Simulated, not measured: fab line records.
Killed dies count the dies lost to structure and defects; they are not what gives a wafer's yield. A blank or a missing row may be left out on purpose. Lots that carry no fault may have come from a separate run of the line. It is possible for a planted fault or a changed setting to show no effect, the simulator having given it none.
Split-lot study -- flow gf180mcu -- on a route of 602 steps: 5 lots, 23 wafers read

SPLIT DETAILS
At GF_V3_PEB_12 (peb time 90 s), the setting peb-temp-c was moved away from the recipe's 135 C on 9 of the 23 wafers read, by -1.3% to +2.4%. All remaining wafers had this setting at the recipe value.

FROM THE SPLIT TO THE READING: what the file shows between them, 1 step
- GF_V3_DEVELOP_13: develop time 60 s

THE READING
At GF_V3_CD_MEAS_14: cd-nm in nanometres, against a target cd of 260 nm. On this fab line, fault-free wafers typically give 260.5 nm with a standard deviation of 1.2 nm.

wafer,"tool, chamber at the split","peb-temp-c as run, C",against the recipe,"cd-nm, nm",against lot-mates on the recipe
L079.2,"litho-track-01, 0",135,recipe,260.6,-
L079.3,"litho-track-01, 0",138,+2.2%,267.4,+7.1
L079.4,"litho-track-01, 0",138,+2.2%,268.2,+7.9
L079.5,"litho-track-01, 0",135,recipe,260.2,-
L079.6,"litho-track-01, 0",135,recipe,260.2,-
L080.2,"litho-track-02, 0",135,recipe,260.9,-
L080.5,"litho-track-02, 0",135,recipe,259.9,-
L080.6,"litho-track-02, 0",135,recipe,260.6,-
L081.1,"litho-track-01, 0",135,recipe,261.8,-
L081.2,"litho-track-01, 0",137.1,+1.6%,266.0,+4.8
L081.3,"litho-track-01, 0",135,recipe,261.1,-
L081.4,"litho-track-01, 0",135,recipe,260.6,-
L081.5,"litho-track-01, 0",137.1,+1.6%,265.0,+3.8
L082.1,"litho-track-01, 0",133.3,-1.3%,254.7,-7.3
L082.2,"litho-track-01, 0",135,recipe,262.5,-
L082.3,"litho-track-01, 0",135,recipe,260.7,-
L082.5,"litho-track-01, 0",133.3,-1.3%,256.0,-6.0
L082.6,"litho-track-01, 0",135,recipe,262.7,-
L084.1,"litho-track-01, 0",135,recipe,259.1,-
L084.2,"litho-track-01, 0",138.3,+2.4%,267.1,+7.8
L084.4,"litho-track-01, 0",138.3,+2.4%,267.5,+8.2
L084.5,"litho-track-01, 0",138.3,+2.4%,266.9,+7.6
L084.6,"litho-track-01, 0",135,recipe,259.5,-

FIT RESULTS
A straight line over all 23 wafers: cd-nm changes by +3.07 nm for each +1% of peb-temp-c; r = +0.96; the points scatter about the line by 1 nm.
The same after taking each lot's own level away (the mean of its wafers on the recipe; 23 wafers): +3.52 nm for each +1%; r = +0.98; scatter 0.87 nm.
According to that fit, moving peb-temp-c by its largest amount changes the reading by 8.6 nm.
The span of the lots' own levels, 259.30 to 261.97 nm, comes to 2.2 times the standard deviation stated above.
So the slope is not independent of the lot-to-lot level: the two fits are not the same.
Check: for one of the wafers moved furthest among these (+2.4%), held out of the fit, the line's prediction against its lot-mates is +8.27 nm. It came out at +7.8 nm against them.

ADDITIONAL SPLITS CARRIED BY THESE WAFERS
Other splits were also applied to these wafers ahead of the reading. Each is held against what the fit with the lots' levels taken away leaves over:
other split on the same wafers,wafers away from the commonest value,r with cd-nm (lot level and that fit taken away)
GF_V3_CMP_04 leave-above-ref-nm,10,-0.04

THE WHOLE CHAIN: every reading that the file lists as answering this split, in the file's order
step,what it does,reading,change (the file's fit),r (the file's)
GF_V3_CD_MEAS_14,target cd 260 nm,cd-nm,+3.41 nm for each +1% of the setting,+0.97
GF_V3_ETCH_16,etches BARC in N2/H2,"V3.cd-nm (the simulator's own value, which no gauge read)",+3.19 nm for each +1% of the setting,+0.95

THE FILE'S OWN FIT
cd-nm changes by +3.41 nm for each +1% of peb-temp-c, r = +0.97.
